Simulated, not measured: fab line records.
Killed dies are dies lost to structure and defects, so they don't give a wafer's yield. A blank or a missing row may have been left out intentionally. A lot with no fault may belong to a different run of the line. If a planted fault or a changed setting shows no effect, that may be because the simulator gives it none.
fab line records	flow sky130
[record] lots = 6	wafers = 18	lastDay = 49
route steps=708 shown POLY_CUT@310 SD_P@320
lots that met no fault: taken from a fault-free run of the same line
startH: start of the lot's first displayed wafer, in hours after the record's first day	waitH: time in hours since the lot's previous step	" same as the row above	L1.1+2: one row covering several wafers at once	- no value present, or no start provided	* or withheld: withheld	< > ~ a bound
route shown NAME@n: a module of which the file shows steps, and the number in the route of the first	usual: mean/standard deviation taken from wafers without a fault	same: alike in all rows	chamber/n: place in a boat	sites: readings site by site	_std_site: standard deviation of those values	_edge_site: outer sites' mean less inner sites'	radiusMm: how far each site lies from the wafer's centre	mask NAME#n: copy n	behind: the last tool/chamber to shape the wafer	hold: reason for holding the lot/hours on hold/outcome of the hold	device: transistor that didn't switch, given as n, p or np	end of line: tests run on the same wafers once the route is complete	a step with no rows: only its recipe	killed: the dies lost at the first sort to structure and to defects; this is not the yield of the wafer	map: a wafer's dies, marking killed ones x, the rest . and places with no die _
set.NAME: the run value of the setting; set.NAME@STEP: its run value at that earlier step	model.NAME: the simulator's own value behind a step, which no gauge read
certain route steps with their lots: each step a table, each wafer a row
services: from which hour (startH, from the record's first day; less than 0 if before it) a tool's chamber was out of use, for how many hours, and why
[[steps]]
[step SKY_POLY_CUT_COAT_03]
[recipe] resist = KrF-thick	spinRpm = 3000	resistThkNm = 450
[step SKY_POLY_CUT_SOFTBAKE_04]
[recipe] tempC = 100	timeS = 90	resist = KrF-thick
[step SKY_POLY_CUT_EXPOSE_05]
[recipe] maskId = NPCM	na = 0.8	sourceShape = annular	sigmaInner = 0.55	sigmaOuter = 0.85	targetCdNm = 270	doseMj = 32
[step SKY_POLY_CUT_PEB_06]
[recipe] pebTempC = withheld	pebTimeS = withheld	resist = KrF-thick
[step SKY_POLY_CUT_DEVELOP_07]
[recipe] developTimeS = 60	resist = KrF-thick	devTempC = 21
[step SKY_POLY_CUT_CD_MEAS_08]
[recipe] targetCdNm = 270
[usual] cdNm = 269.9/1.7
lot.wafer	tool	chamber	startH	waitH	cdNm
L849.1	cdSem-01	-	563.08	-	268.5
L849.2	"	-	"	"	268.9
L849.5	"	-	"	"	270.0
L854.1	cdSem-01	-	598.75	-	267.1
L854.4	"	-	"	"	268.8
L854.6	"	-	"	"	268.9
L859.2	cdSem-01	-	636.85	-	270.9
L859.3	"	-	"	"	271.0
L859.5	"	-	"	"	269.9
L860.2	cdSem-01	-	652.12	-	266.5
L860.3	"	-	"	"	268.4
L860.6	"	-	"	"	269.2
L861.2	cdSem-02	-	660.60	-	269.7
L861.5	"	-	"	"	270.2
L861.6	"	-	"	"	269.8
L869.1	cdSem-01	-	720.10	-	270.5
L869.5	"	-	"	"	271.3
L869.6	"	-	"	"	270.0
[step SKY_POLY_CUT_OVL_MEAS_09]
[usual] POLY_CUT_OVL = 0/4.3
lot.wafer	tool	chamber	startH	waitH	POLY_CUT_OVL[nm]
L849.1	overlay-02	-	563.20	0.1	1
L849.2	"	-	"	"	6
L849.5	"	-	"	"	3
L854.1	overlay-01	-	598.87	0.1	-8
L854.4	"	-	"	"	-8
L854.6	"	-	"	"	-7
L859.2	overlay-01	-	636.96	0.1	8
L859.3	"	-	"	"	1
L859.5	"	-	"	"	2
L860.2	overlay-02	-	652.22	0.1	-5
L860.3	"	-	"	"	-8
L860.6	"	-	"	"	-2
L861.2	overlay-02	-	660.71	0.1	3
L861.5	"	-	"	"	-3
L861.6	"	-	"	"	-2
L869.1	overlay-01	-	720.22	0.1	4
L869.5	"	-	"	"	0
L869.6	"	-	"	"	-6
[step SKY_POLY_CUT_ETCH_10]
[recipe] chemistry = N2/H2	target = BARC	ionEnergyEv = 200	sourceW = 500	biasW = 100	pressureMtorr = 30	n2FlowSccm = 100	h2FlowSccm = 200	stopOn = SiO2	timeS = 45.9	targetDepthA = 600
[usual] drypumpMotorCurrentA = 5.8/0.42	oesProductAu = 0.855/0.0046	throttleValvePct = 13.224/0.0097
lot.wafer	tool	chamber	startH	waitH	drypumpMotorCurrentA	oesProductAu	rfHoursCounterH	throttleValvePct
L849.1	rieDiel-03	2	563.24	0.0	6.0	0.853	18	13.237
L849.2	"	3	"	"	5.6	0.850	4	13.213
L849.5	"	0	"	"	6.6	0.852	-	13.197
L854.1	rieDiel-04	2	598.90	0.0	5.6	0.855	10	13.233
L854.4	"	1	"	"	5.2	0.856	67	13.225
L854.6	"	2	"	"	5.6	0.862	-	13.217
L859.2	rieDiel-03	1	636.99	0.0	6.3	0.858	1	13.219
L859.3	"	2	"	"	6.0	0.857	19	13.220
L859.5	"	0	"	"	6.6	0.859	-	13.218
L860.2	rieDiel-01	3	652.25	0.0	5.9	0.852	24	13.213
L860.3	"	1	"	"	5.4	0.854	2	13.222
L860.6	"	1	"	"	5.3	0.854	-	13.223
L861.2	rieDiel-01	0	660.74	0.0	5.7	0.858	5	13.233
L861.5	"	0	"	"	5.7	0.853	-	13.225
L861.6	"	1	"	"	5.4	0.853	-	13.203
L869.1	rieDiel-03	1	720.25	0.0	6.3	0.853	3	13.220
L869.5	"	2	"	"	6.0	0.855	-	13.235
L869.6	"	3	"	"	5.7	0.859	-	13.216
[step SKY_POLY_CUT_ETCH_11]
[recipe] target = Si3N4	chemistry = CF4/CH2F2/Ar	stopOn = poly-Si	sourceW = 600	biasW = 150	pressureMtorr = 40	cf4FlowSccm = 40	ch2f2FlowSccm = 20	Ar_flow_sccm = 150	timeS = 42.5	targetDepthA = 600
[usual] drypumpMotorCurrentA = 5.8/0.42	oesProductAu = 0.826/0.0057	throttleValvePct = 14.994/0.0088
lot.wafer	tool	chamber	startH	waitH	drypumpMotorCurrentA	oesProductAu	rfHoursCounterH	throttleValvePct
L849.1	rieDiel-03	2	563.28	0.0	6.0	0.829	18	15.004
L849.2	"	3	"	"	5.6	0.833	4	14.984
L849.5	"	0	"	"	6.6	0.835	-	14.997
L854.1	rieDiel-04	2	598.94	0.0	5.6	0.836	10	14.985
L854.4	"	1	"	"	5.1	0.832	67	14.994
L854.6	"	2	"	"	5.6	0.817	-	14.998
L859.2	rieDiel-03	1	637.03	0.0	6.3	0.832	1	14.979
L859.3	"	2	"	"	6.0	0.824	19	14.987
L859.5	"	0	"	"	6.6	0.827	-	14.988
L860.2	rieDiel-01	3	652.29	0.0	5.9	0.815	24	14.998
L860.3	"	1	"	"	5.4	0.825	2	15.006
L860.6	"	1	"	"	5.3	0.823	-	15.004
L861.2	rieDiel-01	0	660.78	0.0	5.8	0.827	5	14.993
L861.5	"	0	"	"	5.7	0.826	-	14.997
L861.6	"	1	"	"	5.3	0.831	-	14.999
L869.1	rieDiel-03	1	720.29	0.0	6.3	0.838	3	14.987
L869.5	"	2	"	"	6.0	0.831	-	14.993
L869.6	"	3	"	"	5.7	0.832	-	15.005
[step SKY_POLY_CUT_STRIP_12]
[recipe] chemistry = O2/N2	powerW = 1400	pressureMtorr = 1500	platenTempC = withheld	o2FlowSccm = 3000	n2FlowSccm = 300	overashFraction = 0.5
[usual] drypumpMotorCurrentA = 5.95/0.24	oesProductAu = 0.451/0.0048	stripTimeToEndpointS = 5.350/0.016
lot.wafer	tool	chamber	startH	waitH	drypumpMotorCurrentA	oesProductAu	rfHoursCounterH	stripTimeToEndpointS
L849.1	plasmaAsher-02	0	563.32	0.0	5.61	0.453	87	5.340
L849.2	"	1	"	"	6.40	0.452	87	5.344
L849.5	"	1	"	"	6.38	0.458	-	5.356
L854.1	plasmaAsher-04	0	598.98	0.0	5.74	0.445	46	5.356
L854.4	"	1	"	"	5.79	0.447	-	5.353
L854.6	"	0	"	"	5.72	0.451	-	5.358
L859.2	plasmaAsher-04	0	637.07	0.0	5.78	0.456	49	5.381
L859.3	"	1	"	"	5.74	0.455	-	5.374
L859.5	"	1	"	"	5.77	0.463	-	5.357
L860.2	plasmaAsher-01	1	652.33	0.0	5.87	0.458	23	5.350
L860.3	"	1	"	"	5.89	0.449	-	5.369
L860.6	"	0	"	"	6.12	0.455	-	5.341
L861.2	plasmaAsher-01	1	660.82	0.0	5.91	0.453	24	5.359
L861.5	"	0	"	"	6.11	0.449	-	5.372
L861.6	"	1	"	"	5.91	0.450	-	5.353
L869.1	plasmaAsher-02	1	720.33	0.0	6.38	0.449	104	5.348
L869.5	"	0	"	"	5.61	0.450	-	5.345
L869.6	"	1	"	"	6.38	0.442	-	5.329
[step SKY_SD_P_DEHYDRATE_00]
[recipe] tempC = 200	timeS = 60
[step SKY_SD_P_HMDS_01]
[recipe] primeTimeS = 60	primeTempC = 120
[step SKY_SD_P_COAT_02]
[recipe] resist = NOVOLAK	spinRpm = 3000	resistThkNm = 1140
[usual] dispensePressureKPa = 53/3.9	resistLineTempC = 22.99/0.11
lot.wafer	tool	chamber	startH	waitH	dispensePressureKPa	resistLineTempC	model.NOVOLAK_of_SD_P_COAT_02.thkNm
L849.1	lithoTrack-04	0	578.10	0.1	51	22.73	1136
L849.2	"	0	"	"	51	23.02	1137
L849.5	"	0	"	"	51	23.09	1136
L854.1	lithoTrack-03	0	613.14	0.1	49	22.97	1143
L854.4	"	0	"	"	49	23.07	1138
L854.6	"	0	"	"	49	22.95	1142
L859.2	lithoTrack-01	0	651.60	0.1	58	23.00	1135
L859.3	"	0	"	"	58	23.07	1139
L859.5	"	0	"	"	58	22.76	1139
L860.2	lithoTrack-03	0	665.61	0.1	49	22.96	601.5
L860.3	"	0	"	"	49	23.01	602.4
L860.6	"	0	"	"	49	22.86	604.4
L861.2	lithoTrack-03	0	674.01	0.1	49	22.95	604.1
L861.5	"	0	"	"	49	22.87	606.9
L861.6	"	0	"	"	49	22.86	604.7
L869.1	lithoTrack-03	0	733.69	0.1	49	23.02	1138
L869.5	"	0	"	"	49	22.97	1142
L869.6	"	0	"	"	49	22.89	1138
[step SKY_SD_P_SOFTBAKE_03]
[recipe] tempC = 90	timeS = 60	resist = NOVOLAK
[step SKY_SD_P_EXPOSE_04]
[recipe] maskId = PSDM	na = 0.6	sourceShape = conventional	sigmaOuter = 0.6	polarization = unpolarized	targetCdNm = 380	doseMj = 138
[step SKY_SD_P_PEB_05]
[recipe] tempC = withheld	timeS = *	resist = NOVOLAK
[step SKY_SD_P_DEVELOP_06]
[recipe] resist = NOVOLAK	developer = TMAH	developTimeS = 60	devTempC = 23
[usual] resistLineTempC = 23.02/0.11
lot.wafer	tool	chamber	startH	waitH	resistLineTempC	model.NOVOLAK_of_SD_P_COAT_02.thkNm
L849.1	lithoTrack-03	0	593.34	0.1	23.01	1135
L849.2	"	0	"	"	23.01	1137
L849.5	"	0	"	"	22.82	1135
L854.1	lithoTrack-01	0	628.03	0.1	23.22	1143
L854.4	"	0	"	"	23.06	1138
L854.6	"	0	"	"	23.04	1141
L859.2	lithoTrack-04	0	665.42	0.1	23.00	1135
L859.3	"	0	"	"	22.86	1138
L859.5	"	0	"	"	23.01	1138
L860.2	lithoTrack-03	0	679.76	0.1	23.12	601.1
L860.3	"	0	"	"	23.01	602
L860.6	"	0	"	"	22.98	604
L861.2	lithoTrack-03	0	688.26	0.1	23.10	603.7
L861.5	"	0	"	"	23.16	606.5
L861.6	"	0	"	"	23.07	604.3
L869.1	lithoTrack-01	0	747.43	0.1	23.10	1137
L869.5	"	0	"	"	22.99	1142
L869.6	"	0	"	"	22.93	1137
[step SKY_SD_P_CD_MEAS_07]
[recipe] targetCdNm = 380
[usual] cdNm = 380.2/2.4
lot.wafer	tool	chamber	startH	waitH	cdNm
L849.1	cdSem-02	-	593.49	0.1	383.0
L849.2	"	-	"	"	380.7
L849.5	"	-	"	"	384.9
L854.1	cdSem-01	-	628.18	0.1	375.6
L854.4	"	-	"	"	376.9
L854.6	"	-	"	"	375.9
L859.2	cdSem-02	-	665.57	0.1	379.4
L859.3	"	-	"	"	377.1
L859.5	"	-	"	"	376.7
L860.2	cdSem-01	-	679.91	0.1	451.3
L860.3	"	-	"	"	448.4
L860.6	"	-	"	"	446.4
L861.2	cdSem-02	-	688.44	0.1	448.1
L861.5	"	-	"	"	445.5
L861.6	"	-	"	"	447.6
L869.1	cdSem-01	-	747.58	0.1	384.5
L869.5	"	-	"	"	382.7
L869.6	"	-	"	"	382.7
[step SKY_SD_P_OVL_MEAS_08]
[usual] SD_P_OVL = 0.9/1.3
lot.wafer	tool	chamber	startH	waitH	SD_P_OVL[nm]
L849.1	overlay-01	-	593.61	0.1	-0.1
L849.2	"	-	"	"	-0.6
L849.5	"	-	"	"	-0.9
L854.1	overlay-01	-	628.30	0.1	1.0
L854.4	"	-	"	"	2.7
L854.6	"	-	"	"	2.2
L859.2	overlay-02	-	665.67	0.1	2.2
L859.3	"	-	"	"	0.9
L859.5	"	-	"	"	3.0
L860.2	overlay-02	-	680.01	0.1	1.2
L860.3	"	-	"	"	2.1
L860.6	"	-	"	"	2.0
L861.2	overlay-02	-	688.54	0.1	-1.5
L861.5	"	-	"	"	0.5
L861.6	"	-	"	"	-1.0
L869.1	overlay-02	-	747.70	0.1	0.9
L869.5	"	-	"	"	1.1
L869.6	"	-	"	"	0.1
[step SKY_SD_P_IMPLANT_09]
[recipe] species = BF2	energyKev = 20	doseCm2 = 3e+15	tiltDeg = 0
[step SKY_SD_P_STRIP_10]
[recipe] chemistry = O2/N2	powerW = 1400	pressureMtorr = 1500	platenTempC = withheld	o2FlowSccm = 3000	n2FlowSccm = 300	overashFraction = 0.5
[usual] drypumpMotorCurrentA = 5.6/0.32	oesProductAu = 0.617/0.004	stripTimeToEndpointS = 17.50/0.052
lot.wafer	tool	chamber	startH	waitH	drypumpMotorCurrentA	oesProductAu	rfHoursCounterH	stripTimeToEndpointS
L849.1	plasmaAsher-04	1	593.79	0.1	5.8	0.621	45	17.43
L849.2	"	0	"	"	5.7	0.623	45	17.45
L849.5	"	1	"	"	5.8	0.621	-	17.42
L854.1	plasmaAsher-01	1	628.49	0.1	5.9	0.613	21	17.52
L854.4	"	1	"	"	5.9	0.614	-	17.48
L854.6	"	1	"	"	5.9	0.623	-	17.50
L859.2	plasmaAsher-03	0	665.85	0.1	5.3	0.620	81	17.43
L859.3	"	0	"	"	5.3	0.618	-	17.49
L859.5	"	0	"	"	5.3	0.619	-	17.48
L860.2	plasmaAsher-03	0	680.19	0.1	5.3	0.552	82	11.33
L860.3	"	0	"	"	5.3	0.556	-	11.35
L860.6	"	1	"	"	5.2	0.549	-	11.37
L861.2	plasmaAsher-04	1	688.72	0.1	5.8	0.552	54	11.32
L861.5	"	1	"	"	5.8	0.556	-	11.38
L861.6	"	0	"	"	5.7	0.550	-	11.36
L869.1	plasmaAsher-03	1	747.89	0.1	5.2	0.613	89	17.46
L869.5	"	1	"	"	5.2	0.623	-	17.54
L869.6	"	0	"	"	5.3	0.623	-	17.49
[step SKY_SD_P_TW_MEAS_11]
[usual] SD_P_TW = 2840/20
lot.wafer	tool	chamber	startH	waitH	SD_P_TW
L849.1	filmMetro-04	-	593.89	0.1	2861
L849.2	"	-	"	"	2884
L849.5	"	-	"	"	2853
L854.1	filmMetro-04	-	628.59	0.1	2840
L854.4	"	-	"	"	2844
L854.6	"	-	"	"	2852
L859.2	filmMetro-04	-	665.96	0.1	2853
L859.3	"	-	"	"	2853
L859.5	"	-	"	"	2870
L860.2	filmMetro-02	-	680.30	0.1	2827
L860.3	"	-	"	"	2811
L860.6	"	-	"	"	2809
L861.2	filmMetro-04	-	688.83	0.1	2843
L861.5	"	-	"	"	2858
L861.6	"	-	"	"	2846
L869.1	filmMetro-04	-	747.99	0.1	2870
L869.5	"	-	"	"	2865
L869.6	"	-	"	"	2846
[[services]]
tool	chamber	startH	hours	kind
rieDiel-01	3	540.02	7.4	repair
rieDiel-03	0	547.43	4.6	repair
rieDiel-01	3	549.03	12.7	repair
rieDiel-03	1	560.17	-	clean
rieDiel-03	1	560.17	18.4	scheduledDown
rieDiel-03	1	560.17	18.4	ventCycle
rieDiel-04	0	568.09	12.7	repair
plasmaAsher-04	-	570.64	15.6	pm
rieDiel-03	-	570.84	0.7	repair
rieDiel-04	1	573.96	1.5	repair
plasmaAsher-03	-	587.34	13.0	repair
plasmaAsher-02	-	616.29	1.5	repair
rieDiel-01	3	622.41	1.3	repair
rieDiel-01	2	634.11	4.8	repair
rieDiel-04	1	634.53	-	clean
plasmaAsher-01	-	648.10	1.1	repair
rieDiel-04	2	652.70	4.2	repair
plasmaAsher-03	-	670.19	0.3	repair
rieDiel-03	-	675.55	14.6	pm
rieDiel-04	2	676.89	3.9	repair
plasmaAsher-03	-	705.41	2.8	pm
plasmaAsher-02	-	733.75	9.0	pm
rieDiel-04	1	735.87	1.7	repair
rieDiel-03	-	738.83	0.2	repair
[[key]]
[firstSign] step = SKY_SD_P_CD_MEAS_07	reading = cdNm	direction = up	sigmas = 28	usual = 380.2	struck = 447.9
[effect] step = SKY_SD_P_STRIP_10	reading = stripTimeToEndpointS	direction = down	sigmas = 99+	usual = *	struck = *
[modelEffect] step = SKY_SD_P_COAT_02	value = NOVOLAK_of_SD_P_COAT_02.thkNm	without = 1143	struck = 604
[modelEffect] step = SKY_SD_P_DEVELOP_06	value = NOVOLAK_of_SD_P_COAT_02.thkNm	without = 1142	struck = 603.6
metAt SKY_SD_P_COAT_02
struckWafers L860.2,L860.3,L860.6,L861.2,L861.5,L861.6
sortLeftOut L860.2,L860.3,L860.6,L861.2,L861.5,L861.6
testerLeftOut L860,L861
onsetBetween 613.14 665.61
alsoFits SKY_POLY_CUT_ETCH_10:rieDiel-01,SKY_POLY_CUT_ETCH_11:rieDiel-01,SKY_POLY_CUT_STRIP_12:plasmaAsher-01,SKY_SD_P_DEVELOP_06:lithoTrack-03
[fault] kind = processParameterDrift	tool = lithoTrack-03	chamber = -	onsetH = 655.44	steps = SKY_SD_P_COAT_02	channel = resistThkNm	offset = -537.48	shape = step	endH = 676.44	actsIn = theseRecipesOnly	stated = 1140
// testerLeftOut: of these lots the tester's yield and bins aren't shown, on N5 and GAA mostly nor the transistor test; their killed dies are dies lost to structure and defects alone, not to doping, threshold or leakage, so they don't give the yield
// sortLeftOut: the simulated sort isn't trusted on such a fault, so these wafers' sort isn't shown, and their yield isn't known
